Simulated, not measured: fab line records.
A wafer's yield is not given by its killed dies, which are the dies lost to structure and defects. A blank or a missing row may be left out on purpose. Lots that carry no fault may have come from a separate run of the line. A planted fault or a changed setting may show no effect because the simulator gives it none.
fab line records -- flow gf180mcu -- part 2 of 2: steps 32 to 45 of 45
[record] lots = 5, wafers = 15, last-day = 34
route steps=602 shown HV_LDD@209 NSD@235 PSD@248
lots that met no fault: from a run of the same line without faults
start-h: start of the lot's first displayed wafer, in hours after the record's first day -- wait-h: hours since the lot's step before -- " repeats the value in the row above -- L1.1+2: one row covering several wafers at once -- - no value, or no start was given -- * or withheld: withheld -- < > ~ a bound
route shown NAME@n: a module of which the file shows steps, and the number in the route of the first -- usual: mean and standard deviation over wafers with no fault -- same: alike in all rows -- chamber/n: place in a boat -- sites: readings site by site -- _std_site: their standard deviation -- _edge_site: the outer-site mean with the inner-site mean subtracted -- radius-mm: how far each site lies from the wafer's centre -- mask NAME#n: copy n -- behind: tool/chamber where the wafer was last shaped -- hold: reason for holding the lot/hours on hold/outcome of the hold -- device: names the non-switching transistor (n, p or np) -- end of line: at the end of the route, the tests of the same wafers -- where a step has no rows: the recipe by itself -- killed: dies that structure and defects cost at the first sort, which is not the same as the wafer's yield -- map: the dies of a wafer, with x for killed, . for not killed, _ for no die there
set.NAME: the setting that was run; set.NAME@STEP: the one run at that earlier step -- model.NAME: the simulator's own value behind a step, which no gauge read
lots at selected steps of the route; one table per step, one row per wafer
services: a tool's chamber out of use, with start hour (start-h, from the record's first day; less than 0 if before it), hours out, and reason
[[steps]]
[step GF_NSD_PEB_05]
[recipe] temp-c = withheld, time-s = *, resist = NOVOLAK
lot.wafer,tool,chamber,start-h,wait-h
L077.2+4+5,litho-track-01,0,-,-
L079.2+4+5,litho-track-03,0,-,-
L080.1+4+5,litho-track-03,0,-,-
L086.3+5+6,litho-track-01,0,-,-
L097.1+3+4,litho-track-04,0,-,-
[step GF_NSD_DEVELOP_06]
[recipe] develop-time-s = 60, dev-temp-c = 23
lot.wafer,tool,chamber,start-h,wait-h
L077.2+4+5,litho-track-01,0,325.09,0.1
L079.2+4+5,litho-track-03,0,337.53,0.1
L080.1+4+5,litho-track-03,0,350.66,0.1
L086.3+5+6,litho-track-01,0,395.21,0.1
L097.1+3+4,litho-track-04,0,493.12,0.1
[step GF_NSD_CD_MEAS_07]
[recipe] target-cd-nm = 400
[usual] cd-nm = 399.8/2
lot.wafer,tool,chamber,start-h,wait-h,cd-nm
L077.2,cd-sem-01,-,325.24,0.1,396.7
L077.4,cd-sem-01,-,325.24,0.1,396.4
L077.5,cd-sem-01,-,325.24,0.1,399.4
L079.2,cd-sem-02,-,337.68,0.1,397.2
L079.4,cd-sem-02,-,337.68,0.1,399.5
L079.5,cd-sem-02,-,337.68,0.1,398.8
L080.1,cd-sem-02,-,350.81,0.1,402.9
L080.4,cd-sem-02,-,350.81,0.1,402.5
L080.5,cd-sem-02,-,350.81,0.1,401.9
L086.3,cd-sem-02,-,395.35,0.1,401.5
L086.5,cd-sem-02,-,395.35,0.1,401.8
L086.6,cd-sem-02,-,395.35,0.1,400.7
L097.1,cd-sem-01,-,493.27,0.1,399.7
L097.3,cd-sem-01,-,493.27,0.1,400.0
L097.4,cd-sem-01,-,493.27,0.1,399.2
[step GF_NSD_OVL_MEAS_08]
[usual] NSD_OVL = -0.5/1.4
lot.wafer,tool,chamber,start-h,wait-h,NSD_OVL[nm]
L077.2,overlay-02,-,325.34,0.1,2.0
L077.4,overlay-02,-,325.34,0.1,0.5
L077.5,overlay-02,-,325.34,0.1,1.6
L079.2,overlay-02,-,337.78,0.1,2.2
L079.4,overlay-02,-,337.78,0.1,0.2
L079.5,overlay-02,-,337.78,0.1,0.1
L080.1,overlay-02,-,350.93,0.1,-2.0
L080.4,overlay-02,-,350.93,0.1,-0.8
L080.5,overlay-02,-,350.93,0.1,-0.1
L086.3,overlay-01,-,395.45,0.1,-0.3
L086.5,overlay-01,-,395.45,0.1,0.5
L086.6,overlay-01,-,395.45,0.1,-0.5
L097.1,overlay-01,-,493.39,0.1,-1.0
L097.3,overlay-01,-,493.39,0.1,-2.2
L097.4,overlay-01,-,493.39,0.1,-2.1
[step GF_NSD_IMPLANT_09]
[recipe] species = As, energy-kev = 60, dose-cm2 = 4e+15, tilt-deg = 7
lot.wafer,tool,chamber,start-h,wait-h
L077.2+4+5,implanter-04,0,325.40,0.0
L079.2+4+5,implanter-03,0,337.84,0.0
L080.1+4+5,implanter-01,0,350.96,0.0
L086.3+5+6,implanter-03,0,395.52,0.1
L097.1+3+4,implanter-03,0,493.42,0.0
[step GF_NSD_IMPLANT_10]
[recipe] species = P, energy-kev = 40, dose-cm2 = 5e+14, tilt-deg = 7
lot.wafer,tool,chamber,start-h,wait-h
L077.2+4+5,implanter-04,0,325.55,0.1
L079.2+4+5,implanter-03,0,337.99,0.1
L080.1+4+5,implanter-01,0,351.11,0.1
L086.3+5+6,implanter-03,0,395.67,0.1
L097.1+3+4,implanter-03,0,493.57,0.1
[step GF_NSD_STRIP_11]
[recipe] chemistry = O2/N2, power-w = 1400, pressure-mtorr = 1500, platen-temp-c = 250, o2-flow-sccm = 3000, n2-flow-sccm = 300, overash-fraction = 0.5
[usual] drypump-motor-current-A = 5.9/0.3, heater-power-w = 307/24, oes-product-au = 0.487/0.0049, strip-time-to-endpoint-s = 22.96/0.036
lot.wafer,tool,chamber,start-h,wait-h,drypump-motor-current-A,heater-power-w,oes-product-au,rf-hours-counter-h,strip-time-to-endpoint-s
L077.2,plasma-asher-03,1,325.67,0.1,5.9,287,0.493,23,22.94
L077.4,plasma-asher-03,0,325.67,0.1,5.7,279,0.482,-,22.94
L077.5,plasma-asher-03,0,325.67,0.1,5.7,276,0.490,-,22.92
L079.2,plasma-asher-03,0,338.11,0.1,5.7,280,0.493,24,22.91
L079.4,plasma-asher-03,0,338.11,0.1,5.8,290,0.480,-,22.94
L079.5,plasma-asher-03,1,338.11,0.1,5.9,296,0.495,-,22.97
L080.1,plasma-asher-03,0,351.26,0.1,5.8,279,0.486,25,22.94
L080.4,plasma-asher-03,1,351.26,0.1,5.9,295,0.484,-,22.95
L080.5,plasma-asher-03,0,351.26,0.1,5.8,278,0.487,-,23.02
L086.3,plasma-asher-02,1,395.80,0.1,5.7,321,0.487,-,23.01
L086.5,plasma-asher-02,0,395.80,0.1,6.5,331,0.490,-,22.97
L086.6,plasma-asher-02,1,395.80,0.1,5.7,314,0.491,-,23.00
L097.1,plasma-asher-04,1,493.72,0.1,5.5,283,0.487,7,23.02
L097.3,plasma-asher-04,0,493.72,0.1,6.1,349,0.486,-,23.02
L097.4,plasma-asher-04,1,493.72,0.1,5.5,278,0.492,-,23.01
[step GF_NSD_TW_MEAS_12]
[usual] NSD_TW = 4249/42
lot.wafer,tool,chamber,start-h,wait-h,NSD_TW
L077.2,film-metro-04,-,325.78,0.1,4297
L077.4,film-metro-04,-,325.78,0.1,4325
L077.5,film-metro-04,-,325.78,0.1,4285
L079.2,film-metro-03,-,338.22,0.1,4201
L079.4,film-metro-03,-,338.22,0.1,4223
L079.5,film-metro-03,-,338.22,0.1,4222
L080.1,film-metro-01,-,351.36,0.1,4288
L080.4,film-metro-01,-,351.36,0.1,4283
L080.5,film-metro-01,-,351.36,0.1,4257
L086.3,film-metro-04,-,395.89,0.1,4287
L086.5,film-metro-04,-,395.89,0.1,4266
L086.6,film-metro-04,-,395.89,0.1,4229
L097.1,film-metro-03,-,493.82,0.1,4204
L097.3,film-metro-03,-,493.82,0.1,4192
L097.4,film-metro-03,-,493.82,0.1,4203
[step GF_PSD_DEHYDRATE_00]
[recipe] temp-c = 200, time-s = 60
lot.wafer,tool,chamber,start-h,wait-h
L077.2+4+5,litho-track-04,0,336.05,10.3
L079.2+4+5,litho-track-02,0,348.53,10.3
L080.1+4+5,litho-track-02,0,361.50,10.1
L086.3+5+6,litho-track-04,0,406.67,10.8
L097.1+3+4,litho-track-02,0,505.30,11.5
[step GF_PSD_HMDS_01]
[recipe] prime-time-s = 60, prime-temp-c = 120
lot.wafer,tool,chamber,start-h,wait-h
L077.2+4+5,litho-track-04,0,336.20,0.1
L079.2+4+5,litho-track-02,0,348.68,0.1
L080.1+4+5,litho-track-02,0,361.65,0.1
L086.3+5+6,litho-track-04,0,406.82,0.1
L097.1+3+4,litho-track-02,0,505.45,0.1
[step GF_PSD_COAT_02]
[recipe] resist = NOVOLAK, spin-rpm = 3000, resist-thk-nm = 1000
[usual] spin-speed-rpm = 3000.0/2
lot.wafer,tool,chamber,start-h,wait-h,spin-speed-rpm
L077.2,litho-track-04,0,336.35,0.1,2998.8
L077.4,litho-track-04,0,336.35,0.1,3002.8
L077.5,litho-track-04,0,336.35,0.1,2999.2
L079.2,litho-track-02,0,348.83,0.1,3002.3
L079.4,litho-track-02,0,348.83,0.1,3002.9
L079.5,litho-track-02,0,348.83,0.1,3003.4
L080.1,litho-track-02,0,361.80,0.1,2999.7
L080.4,litho-track-02,0,361.80,0.1,3001.7
L080.5,litho-track-02,0,361.80,0.1,2997.9
L086.3,litho-track-04,0,406.97,0.1,2999.2
L086.5,litho-track-04,0,406.97,0.1,2998.1
L086.6,litho-track-04,0,406.97,0.1,3000.2
L097.1,litho-track-02,0,505.60,0.1,2993.8
L097.3,litho-track-02,0,505.60,0.1,2998.4
L097.4,litho-track-02,0,505.60,0.1,2998.5
[step GF_PSD_SOFTBAKE_03]
[recipe] temp-c = 90, time-s = 60, resist = NOVOLAK
lot.wafer,tool,chamber,start-h,wait-h
L077.2+4+5,litho-track-04,0,336.50,0.1
L079.2+4+5,litho-track-02,0,348.98,0.1
L080.1+4+5,litho-track-02,0,361.95,0.1
L086.3+5+6,litho-track-04,0,407.12,0.1
L097.1+3+4,litho-track-02,0,505.75,0.1
[step GF_PSD_EXPOSE_04]
[recipe] mask-id = Pplus, target-cd-nm = 400, na = 0.6, source-shape = conventional, sigma-outer = 0.6, dose-mj = 140
[same] na = 0.6
lot.wafer,tool,chamber,start-h,wait-h,mask
L077.2+4+5,iline-stepper-02,0,-,-,Pplus#0
L079.2+4+5,iline-stepper-01,0,-,-,Pplus#0
L080.1+4+5,iline-stepper-02,0,-,-,Pplus#0
L086.3+5+6,iline-stepper-01,0,-,-,Pplus#0
L097.1+3+4,iline-stepper-02,0,-,-,Pplus#0
[step GF_PSD_PEB_05]
[recipe] temp-c = withheld, time-s = *, resist = NOVOLAK
lot.wafer,tool,chamber,start-h,wait-h
L077.2+4+5,litho-track-04,0,-,-
L079.2+4+5,litho-track-04,0,-,-
L080.1+4+5,litho-track-02,0,-,-
L086.3+5+6,litho-track-04,0,-,-
L097.1+3+4,litho-track-04,0,-,-
[[services]]
tool,chamber,start-h,hours,kind
plasma-asher-01,-,263.69,12.6,repair
rie-diel-03,0,286.89,8.1,repair
plasma-asher-03,-,303.75,0.5,repair
implanter-01,-,310.19,19.5,pm
iline-stepper-01,-,323.22,4.4,pm
implanter-03,-,325.88,4.0,pm
iline-stepper-01,-,327.66,1.7,pm
rie-diel-03,0,334.57,7.8,repair
implanter-01,-,338.48,4.3,repair
plasma-asher-03,-,343.68,4.5,repair
plasma-asher-01,-,348.17,2.1,repair
rie-diel-03,0,349.34,3.6,repair
iline-stepper-02,-,354.98,1.7,pm
implanter-02,-,357.33,1.2,repair
implanter-01,-,376.89,1.6,repair
rie-diel-03,3,378.61,3.3,repair
plasma-asher-03,-,379.46,2.8,pm
implanter-03,-,414.08,5.7,repair
plasma-asher-03,-,440.58,0.4,repair
plasma-asher-02,-,461.29,2.0,repair
plasma-asher-03,-,468.62,28.1,pm
lpcvd-02,-,486.48,2.5,repair
iline-stepper-01,-,490.98,1.1,repair
iline-stepper-01,-,505.66,2.4,repair
